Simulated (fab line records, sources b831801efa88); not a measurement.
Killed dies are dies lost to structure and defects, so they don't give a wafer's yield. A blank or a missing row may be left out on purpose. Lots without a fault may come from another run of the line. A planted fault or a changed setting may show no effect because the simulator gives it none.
Which tool did it? | flow gf180mcu | 13 lots, 39 wafers sampled, at 2 steps of a route of 602

WHAT THE GAUGES READ, wafer by wafer
GF_TOP_METAL_CD_MEAS_14: target cd 440 nm. Usual: cd_nm 439.8 nm, standard deviation 2.8.
lot  | measured     | on        | cd_nm (nm)        | flag
L473 | day 27 21:34 | cd_sem-01 | 434.2 432.1 435.0 |
L477 | day 29 07:21 | cd_sem-01 | 436.1 433.4 434.8 |
L479 | day 30 10:27 | cd_sem-02 | 438.1 436.3 438.0 |
L481 | day 30 18:31 | cd_sem-02 | 437.5 436.7 437.8 |
L483 | day 31 11:10 | cd_sem-01 | 440.8 439.1 440.5 |
L484 | day 31 14:05 | cd_sem-02 | 441.2 440.1 442.2 |
L485 | day 31 21:23 | cd_sem-01 | 433.9 437.9 437.3 |
L486 | day 32 01:13 | cd_sem-01 | 442.5 442.0 444.2 |
L487 | day 32 03:02 | cd_sem-01 | 441.2 443.0 441.2 |
L488 | day 32 14:56 | cd_sem-02 | 442.1 439.7 441.7 |
L492 | day 33 09:47 | cd_sem-02 | 440.1 440.7 442.8 |
L494 | day 33 17:49 | cd_sem-02 | 442.4 442.3 443.1 |
L495 | day 34 00:16 | cd_sem-02 | 437.0 440.7 438.3 |

GF_PASSIVATION_THK_MEAS_01. Usual: PASSIVATION_CVD_00_THK 999 nm, standard deviation 15.
lot  | measured     | on            | PASSIVATION_CVD_00_THK (nm) | flag
L473 | day 27 22:29 | film_metro-03 | 1011 1012 1010              |
L477 | day 29 08:18 | film_metro-04 | 979 991 1001                |
L479 | day 30 11:34 | film_metro-03 | 1004 991 1014               |
L481 | day 30 19:28 | film_metro-03 | 985 987 1006                |
L483 | day 31 12:06 | film_metro-01 | 990 1020 1036               |
L484 | day 31 15:01 | film_metro-03 | 1008 1025 1005              |
L485 | day 31 22:20 | film_metro-04 | 987 1004 1035               |
L486 | day 32 02:08 | film_metro-01 | 1006 1011 1013              |
L487 | day 32 03:59 | film_metro-04 | 1015 976 998                |
L488 | day 32 15:56 | film_metro-03 | 971 1023 992                |
L492 | day 33 10:44 | film_metro-04 | 1012 1005 1021              |
L494 | day 33 18:47 | film_metro-01 | 979 993 1026                |
L495 | day 34 01:15 | film_metro-01 | 975 982 1026                |

WHICH TOOL RAN EACH LOT (tool, then ch and the chambers of the sampled wafers, then the start)
The record holds no process step before these readings.

WHAT THE TOOLS THEMSELVES READ (means of the sampled wafers that have a number; where no wafer has one, the mark that the record gives instead)
The record holds no such reading with a usual standard deviation.

THE ANSWER, worked out from the rows above alone
Rule: a lot is off if the mean of its wafers that have a number lies more than 3 standard deviations from the usual mean. A lot without any number at a reading at which 4 lots or more have one is off too. The other lots that the step has rows for count as sound. The gauges are gone through in route order, then the tools' own readings, and for those a lot's mean is taken as printed above. The first step at which some lot is off is used, and at that step the reading that is off furthest; a lot without a number counts as furthest.
No lot is off at any reading shown: from this, nothing can be told.

WHAT THE SIMULATOR HAD PUT IN
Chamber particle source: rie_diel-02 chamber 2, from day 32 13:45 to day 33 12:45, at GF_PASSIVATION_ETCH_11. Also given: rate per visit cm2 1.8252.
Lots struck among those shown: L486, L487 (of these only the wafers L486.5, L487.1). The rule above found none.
